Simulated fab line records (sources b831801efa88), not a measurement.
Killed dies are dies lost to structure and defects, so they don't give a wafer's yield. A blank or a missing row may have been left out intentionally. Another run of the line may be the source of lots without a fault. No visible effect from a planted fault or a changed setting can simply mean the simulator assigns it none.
Which tool was responsible? ; flow sky130 ; 12 lots, 36 wafers sampled, at 4 steps of a route of 708

== WHAT THE GAUGES READ, wafer by wafer ==
SKY_VT_ADJUST_LVTN_TW_MEAS_21. Usual: VT_ADJUST_LVTN_2_TW gives 189.6 (standard deviation 1.3).
lot;measured;on;VT_ADJUST_LVTN_2_TW;flag
L715;day 8 05:16;filmMetro-02;190.5 190.5 189.7;
L716;day 8 08:03;filmMetro-04;190.3 188.7 191.3;
L717;day 8 12:38;filmMetro-04;190.8 190.0 191.8;
L718;day 8 16:29;filmMetro-02;190.9 190.9 190.5;
L719;day 8 23:14;filmMetro-03;188.5 189.4 188.6;
L723;day 10 05:21;filmMetro-04;207.2 208.6 208.0;OFF
L725;day 10 18:53;filmMetro-04;208.4 206.9 207.9;OFF
L729;day 11 23:25;filmMetro-02;190.3 191.3 191.2;
L731;day 12 14:14;filmMetro-03;188.0 188.1 188.4;
L733;day 13 01:43;filmMetro-03;187.3 186.9 187.8;
L734;day 13 09:41;filmMetro-02;192.0 190.6 191.3;
L735;day 13 20:07;filmMetro-04;188.1 189.4 188.3;

SKY_RES_PROTECT_TW_MEAS_08. Usual: POLY_GATE_TW gives 4061 (standard deviation 40).
lot;measured;on;POLY_GATE_TW;flag
L715;day 15 17:14;filmMetro-04;4081 4066 4104;
L716;day 15 21:46;filmMetro-03;4009 4002 3998;
L717;day 16 08:31;filmMetro-04;4083 4065 4071;
L718;day 16 08:10;filmMetro-02;4060 4086 4089;
L719;day 16 21:07;filmMetro-04;4061 4063 4075;
L723;day 18 07:31;filmMetro-04;4114 4066 4071;
L725;day 18 21:56;filmMetro-02;4053 4041 4066;
L729;day 21 02:13;filmMetro-03;4018 4017 4013;
L731;day 21 11:03;filmMetro-02;4102 4101 4122;
L733;day 21 17:20;filmMetro-03;4036 4014 4008;
L734;day 22 01:58;filmMetro-03;3980 3981 3976;
L735;day 22 15:28;filmMetro-02;4092 4092 4062;

== WHICH TOOL RAN EACH LOT (tool, then ch and the chambers of the sampled wafers, then the start) ==
lot;SKY_VT_ADJUST_LVTN_IMPLANT_19;SKY_VT_ADJUST_HVTR_STRIP_10
L715;implanter-02 ch 0, day 8 05:02;plasmaAsher-04 ch 0,1, day 10 00:55
L716;implanter-03 ch 0, day 8 07:48;plasmaAsher-01 ch 0,1, day 10 03:21
L717;implanter-01 ch 0, day 8 12:24;plasmaAsher-01 ch 0,1, day 10 08:15
L718;implanter-01 ch 0, day 8 16:14;plasmaAsher-04 ch 0,1, day 10 13:04
L719;implanter-01 ch 0, day 8 22:59;plasmaAsher-03 ch 0,1, day 10 20:25
L723;implanter-01 ch 0, day 10 05:07;plasmaAsher-04 ch 0,1, day 12 04:37
L725;implanter-01 ch 0, day 10 18:41;plasmaAsher-03 ch 0,1, day 12 18:17
L729;implanter-03 ch 0, day 11 23:11;plasmaAsher-01 ch 0,1, day 14 02:01
L731;implanter-03 ch 0, day 12 14:02;plasmaAsher-01 ch 0,1, day 14 17:44
L733;implanter-01 ch 0, day 13 01:30;plasmaAsher-03 ch 0,1, day 15 05:51
L734;implanter-02 ch 0, day 13 09:27;plasmaAsher-04 ch 1, day 15 13:39
L735;implanter-01 ch 0, day 13 19:53;plasmaAsher-01 ch 0,1, day 16 00:57
- SKY_VT_ADJUST_LVTN_IMPLANT_19
- SKY_VT_ADJUST_HVTR_STRIP_10: strips in O2/N2.

== AS READ BY THE TOOLS THEMSELVES (means over the sampled wafers that have a number; for cases with no such wafer, the mark the record gives instead) ==
SKY_VT_ADJUST_LVTN_IMPLANT_19. Usual: doseIonsCm2 6.501e+11, standard deviation 7.5e+08; faradayCurrentUA 3.67, standard deviation 0.079.
lot;tool;doseIonsCm2;faradayCurrentUA;flag
L715;implanter-02;6.493e+11;3.60;
L716;implanter-03;6.495e+11;3.67;
L717;implanter-01;6.499e+11;3.62;
L718;implanter-01;6.505e+11;3.70;
L719;implanter-01;6.505e+11;3.65;
L723;implanter-01;8.978e+11;5.05;OFF
L725;implanter-01;8.974e+11;5.11;OFF
L729;implanter-03;6.508e+11;3.67;
L731;implanter-03;6.501e+11;3.76;
L733;implanter-01;6.503e+11;3.67;
L734;implanter-02;6.507e+11;3.64;
L735;implanter-01;6.500e+11;3.74;

SKY_VT_ADJUST_HVTR_STRIP_10. Usual: drypumpMotorCurrentA 5.42 A, standard deviation 0.28; oesProductAu 0.715 a.u., standard deviation 0.0042; stripTimeToEndpointS 14.19 s, standard deviation 0.036.
lot;tool;drypumpMotorCurrentA (A);oesProductAu (a.u.);stripTimeToEndpointS (s);flag
L715;plasmaAsher-04;5.68;0.715;14.19;
L716;plasmaAsher-01;5.10;0.710;14.18;
L717;plasmaAsher-01;5.13;0.714;14.19;
L718;plasmaAsher-04;5.60;0.715;14.16;
L719;plasmaAsher-03;5.67;0.715;14.14;
L723;plasmaAsher-04;5.69;0.718;14.19;
L725;plasmaAsher-03;5.55;0.718;14.19;
L729;plasmaAsher-01;5.12;0.712;14.17;
L731;plasmaAsher-01;5.11;0.712;14.14;
L733;plasmaAsher-03;5.65;0.713;14.21;
L734;plasmaAsher-04;5.59;0.715;14.21;
L735;plasmaAsher-01;5.12;0.715;14.20;

== THE ANSWER, worked out from the rows above alone ==
Rule: take the mean of a lot's wafers that have a number; if it is more than 3 standard deviations from the usual mean, the lot is off. Also off: a lot with no number at a reading for which 4 or more lots have one. All remaining lots with rows at the step are treated as sound. After the gauges, taken in route order, come the tools' own readings; for these a lot's mean is taken, as printed above. At the first step where some lot is off, the reading lying furthest off is the one used; lots without a number count as furthest.
Off: L723, L725, seen at SKY_VT_ADJUST_LVTN_TW_MEAS_21 (VT_ADJUST_LVTN_2_TW).
A tool fits if, at a process step before that reading, it ran every lot that is off, and no sound lot after the first of them. The gauges at SKY_VT_ADJUST_LVTN_TW_MEAS_21 aren't tried: what is off there is off at SKY_VT_ADJUST_LVTN_IMPLANT_19 too, on other tools, and a gauge's error can't cause that. No candidate that was tried fits.

== WHAT THE SIMULATOR PUT IN ==
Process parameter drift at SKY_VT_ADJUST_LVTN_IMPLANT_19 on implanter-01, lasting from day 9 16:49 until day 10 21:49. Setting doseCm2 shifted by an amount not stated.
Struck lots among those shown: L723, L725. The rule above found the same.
